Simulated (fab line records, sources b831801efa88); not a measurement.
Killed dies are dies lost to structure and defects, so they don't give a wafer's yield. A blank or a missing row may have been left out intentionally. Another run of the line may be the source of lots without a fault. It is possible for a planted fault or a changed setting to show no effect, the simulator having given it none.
Which of the tools did it? + flow sky130 + at 1 step of a route of 708, 6 lots with 18 wafers sampled

WHAT THE GAUGES SHOWED, per wafer
SKY_METAL4_CD_MEAS_13: target cd 300 nm.
| lot  | measured     | on       | cdNm (nm)         |
|------|--------------|----------|-------------------|
| L324 | day 42 10:02 | cdSem-02 | 301.9 300.5 300.1 |
| L327 | day 43 09:41 | cdSem-01 | 299.5 302.1 299.9 |
| L332 | day 44 19:37 | cdSem-01 | 297.9 300.5 300.5 |
| L336 | day 46 05:42 | cdSem-02 | 300.8 299.7 300.8 |
| L341 | day 47 01:47 | cdSem-01 | 299.7 298.6 299.2 |
| L343 | day 47 14:40 | cdSem-01 | 300.0 297.0 301.0 |

TOOL THAT RAN EACH LOT (tool first, then ch and the chambers of the sampled wafers, then the start)
Before these readings, the record contains no process step.

THE ANSWER, worked out from the rows above alone
Rule: usual is defined by the lots themselves. The widest of any qualifying gaps counts: lots, ordered by their means at a reading, are off when they make up no more than a third of the lots, leave a main group of 4 or more, and stand apart from it by 3 or more times the standard deviation of that group's means. A main group whose means are all the same, to the digits that the tables above print for the reading, isn't used. A lot without any number at a reading at which 4 lots or more have one is off too. Where the step has rows for the other lots, those lots are counted as sound.
No lot is off on any of the readings shown, so nothing can be concluded from this.

WHAT THE SIMULATOR HAD PUT IN
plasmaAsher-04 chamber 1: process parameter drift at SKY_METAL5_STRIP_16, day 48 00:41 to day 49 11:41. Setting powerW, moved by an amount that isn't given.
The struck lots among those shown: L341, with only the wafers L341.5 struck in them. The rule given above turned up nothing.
